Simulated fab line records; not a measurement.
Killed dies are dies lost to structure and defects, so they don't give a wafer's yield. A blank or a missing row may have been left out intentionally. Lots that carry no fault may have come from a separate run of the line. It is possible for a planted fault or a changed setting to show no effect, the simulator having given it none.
Which tool did it?	flow sky130	Sampling: 14 lots, 40 wafers, 2 of 708 route steps

== WHAT THE GAUGES READ, wafer by wafer ==
SKY_SONOS_TUNNEL_CD_MEAS_07: the cd target is 410 nm.
lot	measured	on	cdNm (nm)
L846	day 11 08:56	cdSem-02	406.0 409.5 406.5
L847	day 11 12:26	cdSem-02	406.9 407.2 408.3
L848	day 11 21:22	cdSem-01	409.1 408.5 409.0
L849	day 12 09:10	cdSem-02	407.9 406.8 410.2
L850	day 12 12:48	cdSem-02	408.3 409.3 407.2
L851	day 12 18:37	cdSem-01	410.0 408.5 412.2
L853	day 13 11:15	cdSem-02	410.2 412.7 411.6
L854	day 13 17:13	cdSem-02	408.1 408.1 411.0
L855	day 13 22:03	cdSem-02	410.3 409.4 407.7
L856	day 14 09:25	cdSem-01	410.7 408.7 409.7
L857	day 14 21:48	cdSem-02	408.6 411.6 408.7
L858	day 14 23:31	cdSem-01	411.1 409.5 410.0
L861	day 16 05:10	cdSem-01	414.3 446.5
L862	day 16 21:56	cdSem-02	446.4 414.8

== TOOL THAT RAN EACH LOT (tool first, then ch and the chambers of the sampled wafers, then the start) ==
lot	SKY_SONOS_TUNNEL_DEVELOP_06
L846	lithoTrack-02 ch 0, day 11 08:47
L847	lithoTrack-02 ch 0, day 11 12:17
L848	lithoTrack-03 ch 0, day 11 21:14
L849	lithoTrack-01 ch 0, day 12 09:02
L850	lithoTrack-03 ch 0, day 12 12:40
L851	lithoTrack-02 ch 0, day 12 18:28
L853	lithoTrack-03 ch 0, day 13 11:07
L854	lithoTrack-03 ch 0, day 13 17:05
L855	lithoTrack-03 ch 0, day 13 21:55
L856	lithoTrack-02 ch 0, day 14 09:16
L857	lithoTrack-03 ch 0, day 14 21:40
L858	lithoTrack-02 ch 0, day 14 23:22
L861	lithoTrack-02 ch 0, day 16 05:01
L862	lithoTrack-02 ch 0, day 16 21:48
- SKY_SONOS_TUNNEL_DEVELOP_06: develop time 60 s.

== WHAT THE TOOLS THEMSELVES READ (means of the sampled wafers that have a number; where no wafer has one, the mark that the record gives instead) ==
The record holds no such reading with a usual standard deviation.

== THE ANSWER, worked out from the rows above alone ==
Rule: the lots themselves supply what counts as usual. The widest of any qualifying gaps counts: lots, ordered by their means at a reading, are off when they make up no more than a third of the lots, leave a main group of 4 or more, and stand apart from it by 3 or more times the standard deviation of that group's means. A main group whose means are all the same, to the digits that the tables above print for the reading, isn't used. A lot without any number at a reading at which 4 lots or more have one is off too. Any other lot the step has rows for is counted as sound. Order of review: gauges by route order, followed by the tools' own readings, for which a lot's mean as printed above is used. The first step at which some lot is off is used, and at that step the reading that is off furthest; a lot without a number counts as furthest.
Off, at SKY_SONOS_TUNNEL_CD_MEAS_07 on cdNm: L861, L862. For the main group the mean is 409.1 nm and the standard deviation 1.2.
A tool fits if, at a process step before that reading, it ran every lot that is off, and no sound lot after the first of them. Gauges at SKY_SONOS_TUNNEL_CD_MEAS_07: tried the same way as those tools. One fits: SKY_SONOS_TUNNEL_DEVELOP_06 on lithoTrack-02. A fault onset in the window from L858 (day 14 23:22, its last sound lot) to L861 (day 16 05:01, its first lot off) fits.

== WHAT THE SIMULATOR HAD INSERTED ==
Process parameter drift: lithoTrack-02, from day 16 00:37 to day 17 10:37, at SKY_SONOS_TUNNEL_DEVELOP_06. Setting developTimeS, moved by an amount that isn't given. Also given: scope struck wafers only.
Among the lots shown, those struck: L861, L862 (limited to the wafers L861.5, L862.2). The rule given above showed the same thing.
